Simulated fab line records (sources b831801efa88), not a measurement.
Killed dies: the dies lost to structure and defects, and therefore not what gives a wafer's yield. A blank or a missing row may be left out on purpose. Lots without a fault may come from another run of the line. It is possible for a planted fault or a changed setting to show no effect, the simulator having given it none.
Matching of chambers / flow sky130 / 3 sister chambers for SKY_VIA1_HDPCVD_00 on hdpcvd-01
The step deposits SiO2, target thk 1030 nm, time 171.7 s. 6 wafers are shown with their chamber, then 7 later ones without.

## WAFERS PAIRED WITH THEIR CHAMBERS
wafer=L431.6; chamber=0; sih4_flow_sccm (sccm)=60.05; pressure_mtorr (mTorr)=6.005
wafer=L434.4; chamber=0; sih4_flow_sccm (sccm)=60.37; pressure_mtorr (mTorr)=6.004
wafer=L440.1; chamber=1; sih4_flow_sccm (sccm)=60.31; pressure_mtorr (mTorr)=6.001
wafer=L441.3; chamber=2; sih4_flow_sccm (sccm)=59.84; pressure_mtorr (mTorr)=6.001
wafer=L441.6; chamber=2; sih4_flow_sccm (sccm)=60.02; pressure_mtorr (mTorr)=6.000
wafer=L442.3; chamber=1; sih4_flow_sccm (sccm)=59.78; pressure_mtorr (mTorr)=6.013

## WAFERS WITHOUT THEIR CHAMBER
wafer=L442.4; sih4_flow_sccm (sccm)=59.96; pressure_mtorr (mTorr)=6.012
wafer=L451.4; sih4_flow_sccm (sccm)=60.03; pressure_mtorr (mTorr)=6.004
wafer=L451.5; sih4_flow_sccm (sccm)=60.02; pressure_mtorr (mTorr)=6.003
wafer=L451.6; sih4_flow_sccm (sccm)=60.25; pressure_mtorr (mTorr)=6.021
wafer=L452.2; sih4_flow_sccm (sccm)=59.87; pressure_mtorr (mTorr)=6.017
wafer=L452.3; sih4_flow_sccm (sccm)=60.05; pressure_mtorr (mTorr)=5.979
wafer=L452.5; sih4_flow_sccm (sccm)=60.03; pressure_mtorr (mTorr)=5.993

## EACH ONE'S CHAMBER
wafer=L442.4; from the rows above=can't be placed: 1 or 0 or 2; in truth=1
wafer=L451.4; from the rows above=can't be placed: 1 or 0 or 2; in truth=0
wafer=L451.5; from the rows above=can't be placed: 2 or 0 or 1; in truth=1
wafer=L451.6; from the rows above=can't be placed: 1 or 0 or 2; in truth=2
wafer=L452.2; from the rows above=can't be placed: 1 or 0 or 2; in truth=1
wafer=L452.3; from the rows above=can't be placed: 2 or 0 or 1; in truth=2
wafer=L452.5; from the rows above=can't be placed: 2 or 0 or 1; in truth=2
Correct placement for 0 of the 7. From these rows, 7 cannot be placed; in 7 the true chamber is one of the candidates. Wrongly placed: 0.
How it was worked out, from the rows above alone: a wafer's distance from a chamber is the root of the sum, over the readings, of the square of ((its reading less the chamber's mean) divided by the reading's scatter). The wafer belongs to the nearest chamber; if the next one is less than 2 further off, it can't be placed. Each chamber's mean is taken over the wafers shown for it. The scatter: take each reading less its chamber's mean, square it, sum over the shown wafers, divide by the number of wafers less the number of chambers, and take the root.
